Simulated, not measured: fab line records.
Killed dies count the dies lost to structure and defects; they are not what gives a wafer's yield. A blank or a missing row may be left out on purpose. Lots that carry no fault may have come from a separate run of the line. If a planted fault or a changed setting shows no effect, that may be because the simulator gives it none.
Chamber matching + flow sky130 + rie-diel-02 running SKY_POLY_GATE_ETCH_15: 4 sister chambers
The step etches BARC in N2/H2, stops on SiO2, time 118.5 s, target depth 110 nm. 8 wafers are shown with their chamber, then 6 later ones without.

== WAFERS WITH THEIR CHAMBER ==
| wafer  | chamber | drypump-motor-current-A (A) | oes-product-au (a.u.) |
|--------|---------|-----------------------------|-----------------------|
| L534.6 | 1       | 5.5                         | 0.713                 |
| L538.4 | 1       | 5.5                         | 0.713                 |
| L541.4 | 0       | 5.3                         | 0.715                 |
| L541.6 | 2       | 6.4                         | 0.715                 |
| L542.5 | 0       | 5.2                         | 0.713                 |
| L542.6 | 3       | 6.0                         | 0.716                 |
| L547.5 | 2       | 6.4                         | 0.715                 |
| L547.6 | 3       | 6.0                         | 0.710                 |

== WAFERS WITHOUT THEIR CHAMBER ==
| wafer  | drypump-motor-current-A (A) | oes-product-au (a.u.) |
|--------|-----------------------------|-----------------------|
| L549.1 | 5.5                         | 0.728                 |
| L549.3 | 5.2                         | 0.713                 |
| L549.4 | 6.0                         | 0.707                 |
| L555.1 | 5.3                         | 0.725                 |
| L555.3 | 6.4                         | 0.721                 |
| L555.6 | 6.0                         | 0.714                 |

== EACH ONE'S CHAMBER ==
| wafer  | from the rows above | in truth |
|--------|---------------------|----------|
| L549.1 | 1                   | 1        |
| L549.3 | 0                   | 0        |
| L549.4 | 3                   | 3        |
| L555.1 | 0                   | 0        |
| L555.3 | 2                   | 2        |
| L555.6 | 3                   | 3        |
Placed correctly: 6 of 6. Can't be placed from these rows: 0. Wrongly placed: 0.
How it was worked out, from the rows above alone: a wafer's distance from a chamber is the root of the sum, over the readings, of the square of ((its reading less the chamber's mean) divided by the reading's scatter). If the next closest chamber is less than 2 further off than the closest, the wafer can't be placed; otherwise it belongs to the closest. Each chamber's mean is taken over the wafers shown for it. The scatter is the square root of a quotient: the sum, over the shown wafers, of each reading's squared deviation from its chamber's mean, divided by wafers minus chambers.
